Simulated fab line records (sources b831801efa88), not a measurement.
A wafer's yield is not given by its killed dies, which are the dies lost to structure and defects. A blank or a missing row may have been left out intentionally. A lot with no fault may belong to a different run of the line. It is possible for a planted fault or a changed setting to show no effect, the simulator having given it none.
Which tool is to blame? ; flow gf180mcu ; 7 lots (21 wafers sampled), 1 step of a 602-step route

## WHAT EACH GAUGE READ, for each wafer
GF_V5_THK_MEAS_03.
lot;measured;on;V5_CVD_02_THK (nm)
L577;day 26 15:57;filmMetro-02;1419 1416 1440
L580;day 27 21:31;filmMetro-02;1434 1436 1463
L584;day 28 21:16;filmMetro-02;1411 1436 1454
L590;day 30 17:20;filmMetro-03;1446 1476 1464
L592;day 31 06:38;filmMetro-01;1443 1463 1447
L594;day 32 01:50;filmMetro-03;1448 1453 1455
L598;day 32 15:59;filmMetro-01;1456 1446 1487

## WHAT TOOL EACH LOT RAN ON (gives the tool, then ch and the chambers of the sampled wafers, and finally the start)
Before these readings, the record contains no process step.

## THE ANSWER, worked out from the rows above alone
Rule: what is usual is taken from the lots themselves. The widest of any qualifying gaps counts: lots, ordered by their means at a reading, are off when they make up no more than a third of the lots, leave a main group of 4 or more, and stand apart from it by 3 or more times the standard deviation of that group's means. The tables above print the reading to a certain number of digits; a main group whose means all agree to those digits is not used. Also off: a lot with no number at a reading for which 4 or more lots have one. All remaining lots with rows at the step are treated as sound.
Nothing can be told from this: no lot is off at any reading shown.

## WHAT WAS PUT IN BY THE SIMULATOR
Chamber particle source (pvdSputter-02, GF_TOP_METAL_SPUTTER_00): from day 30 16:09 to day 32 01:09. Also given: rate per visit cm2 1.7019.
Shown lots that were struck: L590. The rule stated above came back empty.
